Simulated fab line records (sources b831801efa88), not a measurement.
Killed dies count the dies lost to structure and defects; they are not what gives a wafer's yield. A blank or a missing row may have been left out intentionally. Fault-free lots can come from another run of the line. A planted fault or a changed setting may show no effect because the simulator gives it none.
Code-filled problem report in 8D (eight disciplines) form :: flow sky130 :: the parts of the form that need people (team, actions taken, sign-off) are left out

## 1. WHAT WENT WRONG
Wafers without a fault read 180 s, standard deviation 3.6; runLengthS at SKY_NWELL_CLEAN_27 reads a mean of 115 s on 9 wafers belonging to 3 lots. That is -18 standard deviations from the usual mean.
The step: cleans in SC1/SC2, time 150 s.
Seen first at day 8 04:32 on wetBench-04, wafer L389.1. At this step, 42 wafers from 14 lots have a number in the record. By rule, "out" or "out of limits" means more than 4 standard deviations away from the usual mean. All remaining wafers that have a number are taken as sound.

## 2. WHAT THIS IS AND IS NOT
question: which readings at this step
is: runLengthS
is not: bathGuardTempC

question: which lots
is: L389, L390, L391
is not: L378, L379, L380, L381, L382, L383, L384, L395, L397, L399, L401

question: which wafers of those lots
is: all that have a number
is not: -

question: read on which tools
is: wetBench-04
is not: wetBench-02, wetBench-03

question: when
is: from day 8 04:32
is not: up to then (21 sound wafers); but 12 sound wafers of L395, L397, L399, L401 came after

## 3. SUSPECTS, AND WHAT RULES EACH OUT
Counting: a tool at a process step up to the reading stays a suspect if it ran every lot that is out and no sound lot after the first of them.
- wetBench-04 at SKY_NWELL_CLEAN_27 (cleans in SC1/SC2, time 150 s): ruled out as a lasting fault. Following L389 (day 8 04:32), the first lot on it that is out, the sound lots L401 were run on it.
Left after counting: nothing in the record.

## 4. THE CAUSE (what the simulator had put in)
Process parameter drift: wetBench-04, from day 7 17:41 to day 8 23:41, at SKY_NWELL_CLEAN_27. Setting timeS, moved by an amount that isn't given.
Counting ruled it out, wrongly.

## 5. THE EFFECT CHAIN, in route order
Each row: a reading where the mean over the struck wafers with a number is more than 3 standard deviations away from the usual. Only readings for which the record gives a usual standard deviation are gone through. hours: the time from each lot's start at the first step in this table that gives one to its start at this step, as a median over the lots. sigmas: the change in usual standard deviations.
hours: 0
step: SKY_NWELL_CLEAN_27
reading: runLengthS
usual: 180 s
on struck wafers: 115
change: -65
sigmas: -18
Its process steps:
- SKY_NWELL_CLEAN_27: cleans in SC1/SC2, time 150 s.

## 6. WHAT WOULD HAVE CAUGHT IT SOONER
11 hours passed between the start of the fault at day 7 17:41 and the first reading out of limits in this record, taken at day 8 04:32.
